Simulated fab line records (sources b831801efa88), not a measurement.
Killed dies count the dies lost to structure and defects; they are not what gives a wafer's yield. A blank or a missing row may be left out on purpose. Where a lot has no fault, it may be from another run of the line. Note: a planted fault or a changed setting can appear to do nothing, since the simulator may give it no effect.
Chamber matching	flow gf180mcu	4 sister chambers for GF_PASSIVATION_ETCH_11 on rie diel-04
The step etches the open film in CF4/O2, stops on TiN, target depth 1800 nm, time 400 s. 8 wafers are shown with their chamber, then 12 later ones without.

== WAFERS WITH THEIR CHAMBER ==
wafer	chamber	oes product au (a.u.)	throttle valve pct (%)
L084.2	2	0.961	5.966
L084.4	1	0.965	5.953
L084.5	2	0.968	5.967
L087.3	0	0.952	5.957
L087.6	3	0.959	5.954
L088.1	0	0.965	5.968
L088.2	1	0.968	5.973
L088.4	3	0.967	5.951

== WAFERS WHOSE CHAMBER IS MISSING ==
wafer	oes product au (a.u.)	throttle valve pct (%)
L089.4	0.964	5.954
L089.5	0.966	5.963
L089.6	0.965	5.970
L090.2	0.960	5.953
L090.3	0.963	5.975
L090.5	0.959	5.961
L096.2	0.960	5.948
L096.4	0.963	5.960
L096.6	0.962	5.970
L097.2	0.964	5.973
L097.4	0.966	5.974
L097.5	0.981	5.958

== WHICH CHAMBER EACH ONE RAN IN ==
wafer	from the rows above	in truth
L089.4	can't be placed: 3 or 1 or 0 or 2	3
L089.5	can't be placed: 1 or 2 or 0 or 3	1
L089.6	can't be placed: 2 or 1 or 0 or 3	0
L090.2	can't be placed: 3 or 0 or 1 or 2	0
L090.3	can't be placed: 2 or 1 or 0 or 3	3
L090.5	can't be placed: 0 or 2 or 3 or 1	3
L096.2	can't be placed: 3 or 0 or 1 or 2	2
L096.4	can't be placed: 1 or 0 or 2 or 3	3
L096.6	can't be placed: 2 or 0 or 1 or 3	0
L097.2	can't be placed: 2 or 1 or 0 or 3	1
L097.4	can't be placed: 2 or 1 or 0 or 3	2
L097.5	can't be placed: 1 or 2 or 3 or 0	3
Placed correctly: 0 of 12. From these rows, 12 cannot be placed; in 12 the true chamber is one of the candidates. Number placed wrongly: 0.
How it was worked out, from the rows above alone: a wafer's distance from a chamber is the root of the sum, over the readings, of the square of ((its reading less the chamber's mean) divided by the reading's scatter). The wafer belongs to the nearest chamber; if the next one is less than 2 further off, it can't be placed. For every chamber, the mean is computed from those of its wafers that are shown. How the scatter is found: for the shown wafers, subtract from each reading the mean of its chamber, square and add these, divide the total by (wafers less chambers), then take the root.
